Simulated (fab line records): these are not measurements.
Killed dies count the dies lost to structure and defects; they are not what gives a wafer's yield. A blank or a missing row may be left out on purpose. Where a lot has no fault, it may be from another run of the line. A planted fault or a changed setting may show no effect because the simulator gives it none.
A struck lot beside a sound one	flow sky130	44 steps out of a route of 708
Sound: the wafers L961.2, L961.3, L961.6. Struck: wafers L973.1, L973.2, L973.3. The cause comes at the end.
Each step with rows lists, per side, the tool, then ch with its chambers, then its first start. Under that, the readings that differ: sound wafers	struck wafers	difference of the means	sigmas: that difference in standard deviations of wafers without a fault.
alike: words and numbers the same on both sides, and readings whose means are apart by under 2 such deviations; not compared: readings that were withheld, readings missing a value for some wafer, numbers with overlapping values and no deviation given by the record, and bounds like >300 which may hide the same value.
The two part at a step that has a row with sigmas, a row that says differs or no value, or rows on one side only. Numbers that have no deviation but don't overlap get no sigmas and don't part them. Lack of a reading on every wafer of one side parts them only where that side has two or more wafers.

first, 1 step without rows for these wafers: SKY_VIA2_SPUTTER_20 (material TiN, target thk 20 nm, time 80 s).
SKY_VIA2_CVD_21: deposits W, target thk 420 nm, time 126.4 s.
  sound on cvdW-02 ch 0,1, day 37 14:29; struck on cvdW-01 ch 0,1, day 41 10:51
  alike: heaterPowerW, susceptorTempC
SKY_VIA2_RS_MEAS_22: uses a four-point probe to measure.
  struck on filmMetro-02, day 41 10:59; sound on filmMetro-04, day 37 14:38
  alike: VIA2_W_RS
SKY_VIA2_THK_MEAS_23: measures by xrf.
  struck on filmMetro-02, day 41 11:06; sound on filmMetro-04, day 37 14:45
reading	sound	struck	difference	sigmas
VIA2_W_THK (nm)	408 407 425	440 443 441	+28	+2
SKY_VIA2_CMP_24: polishes, stops on SiO2, t overpolish 20 s, target thk 0 nm.
  sound on cmp-02 ch 0,2, day 37 14:51; struck on cmp-02 ch 0,1,2, day 41 11:10
  alike: headPressurePsi, motorCurrentA, overpolishRunS, timeToEndpointS
then, 2 steps without rows for these wafers: SKY_METAL3_SPUTTER_00 (material Ti, target thk 15 nm, time 10 s); SKY_METAL3_SPUTTER_01 (material TiN, target thk 20 nm, time 16.7 s).
SKY_METAL3_SPUTTER_02: material AlCu, target thk 735 nm, time 39.1 s.
  struck on pvdSputter-01, day 41 11:31; sound on pvdSputter-01, day 37 15:09
  alike: throttleValvePct
SKY_METAL3_SPUTTER_03: material Ti, target thk 5 nm, time 3.3 s.
  struck on pvdSputter-01, day 41 11:33; sound on pvdSputter-01, day 37 15:11
  alike: throttleValvePct
SKY_METAL3_SPUTTER_04: material TiN, target thk 70 nm, time 58.3 s.
  struck on pvdSputter-01, day 41 11:34; sound on pvdSputter-01, day 37 15:13
  alike: throttleValvePct
then, 1 step without rows for these wafers: SKY_CAPM_CVD_00 (deposits SiO2, target thk 15.5 nm).
SKY_CAPM_THK_MEAS_01:
  struck on filmMetro-02, day 41 11:38; sound on filmMetro-02, day 37 15:17
  alike: CAPM_CVD_00_THK
SKY_CAPM_SPUTTER_02: material TiN, target thk 200 nm, time 166.7 s.
  struck on pvdSputter-02, day 41 11:42; sound on pvdSputter-02, day 37 15:20
reading	sound	struck	difference	sigmas
model.TiN_of_CAPM_SPUTTER_02.thkNm (nm)	201.3 201.2 200.4	210.8 211.5 208.5	+9.3	
  alike: substrateTempC, susceptorTempC, throttleValvePct
SKY_CAPM_RS_MEAS_03: uses a four-point probe to measure.
  struck on filmMetro-02, day 41 11:49; sound on filmMetro-01, day 37 15:28
reading	sound	struck	difference	sigmas
CAPM_TIN_RS (ohm/sq)	6.88 6.89 6.91	6.54 6.54 6.61	-0.33	-5
SKY_CAPM_THK_MEAS_04: measures by xrf.
  struck on filmMetro-02, day 41 11:56; sound on filmMetro-01, day 37 15:35
  alike: CAPM_TIN_THK
then, 7 steps without rows for these wafers: SKY_CAPM_DEHYDRATE_05 (time 60 s); SKY_CAPM_HMDS_06 (prime time 60 s); SKY_CAPM_COAT_07 (resist thk 1140 nm); SKY_CAPM_SOFTBAKE_08 (time 60 s); SKY_CAPM_EXPOSE_09 (exposes mask CAPM, target cd 1000 nm); SKY_CAPM_PEB_10; SKY_CAPM_DEVELOP_11 (develop time 60 s).
SKY_CAPM_OVL_MEAS_12:
  struck on overlay-01, day 42 11:26; sound on overlay-02, day 38 16:10
  alike: CAPM_OVL
SKY_CAPM_METAL_ETCH_13: etches TiN in Cl2/BCl3, stops on SiO2, target depth 220 nm, time 62.9 s.
  sound on rieMetal-02 ch 0,1, day 38 16:12; struck on rieMetal-03 ch 0,1, day 42 11:28
reading	sound	struck	difference	sigmas
oesProductAu (a.u.)	0.948 0.940 0.950	0.969 0.976 0.956	+0.021	+3
  alike: drypumpMotorCurrentA, throttleValvePct
  not compared: rfHoursCounterH
then, 12 steps without rows for these wafers: SKY_CAPM_STRIP_14 (strips in O2/N2); SKY_CAPM_STRIP_15 (strips in post etch residue remover, time 1200 s); SKY_CAPM_CLEAN_16 (cleans in IPA, time 180 s); SKY_CAPM_CLEAN_17 (cleans in O3/DIW); SKY_METAL3_DEHYDRATE_05 (time 60 s); SKY_METAL3_HMDS_06 (prime time 60 s); SKY_METAL3_COAT_07 (resist thk 60 nm); SKY_METAL3_COAT_08 (resist thk 1140 nm); SKY_METAL3_SOFTBAKE_09 (time 90 s); SKY_METAL3_EXPOSE_10 (exposes mask MM3, target cd 300 nm); SKY_METAL3_PEB_11; SKY_METAL3_DEVELOP_12 (develop time 58.12 s).
SKY_METAL3_CD_MEAS_13 targets a cd of 300 nm.
  struck on cdSem-02, day 43 10:55; sound on cdSem-01, day 39 18:02
reading	sound	struck	difference	sigmas
cdNm (nm)	297.3 299.0 297.8	301.0 301.3 301.2	+3.1	+2
SKY_METAL3_OVL_MEAS_14:
  struck on overlay-01, day 43 11:02; sound on overlay-02, day 39 18:08
  alike: METAL3_OVL
then, 4 steps without rows for these wafers: SKY_METAL3_DESCUM_15 (chemistry O2, time 8 s); SKY_METAL3_ETCH_16 (etches BARC in N2/H2, stops on SiO2, time 88.2 s, target depth 60 nm); SKY_METAL3_ETCH_17 (etches SiO2 in C4F8/O2/Ar, stops on TiN, time 3.9 s, target depth 15 nm); SKY_METAL3_METAL_ETCH_18 (etches the open film in Cl2/BCl3, stops on SiO2, target depth 845 nm, time 183.1 s).
SKY_METAL3_STRIP_20: strips in post etch residue remover, time 1200 s.
  sound on wetBench-03 ch 1, day 39 18:36; struck on wetBench-02 ch 0, day 43 11:31
reading	sound	struck	difference	sigmas
model.TiN_of_CAPM_SPUTTER_02.thkNm (nm)	200.4 200.3 199.6	210 210.7 207.7	+9	
-- the record jumps here: 6 days lie between the struck wafers' starts before and after (it left off in module METAL3 and takes up again in module PAD_OPEN, whose first step shown is number 708 of the route) --
SKY_PAD_OPEN_PROBE_99:
  struck on prober-02, day 49 19:51; sound on prober-02, day 46 18:25
reading	sound	struck	difference	sigmas
model.etest.capMim.plateOhmSq	5.906 5.981 6.069	5.692 5.696 5.765	-0.268	
  alike: defectLimitedYield, killed_at_M0_to_M3, killed_at_M4_up, killedAtContacts, killedAtFrontEnd, killedAtOther, killedDies, killedOpen, killedShort

WHERE THEY PART
Earliest at SKY_VIA2_THK_MEAS_23; latest, in this record, at SKY_METAL3_CD_MEAS_13. Later steps at which nothing parts them and some readings are alike: SKY_METAL3_OVL_MEAS_14, SKY_PAD_OPEN_PROBE_99.

WHY: whatever the simulator had introduced
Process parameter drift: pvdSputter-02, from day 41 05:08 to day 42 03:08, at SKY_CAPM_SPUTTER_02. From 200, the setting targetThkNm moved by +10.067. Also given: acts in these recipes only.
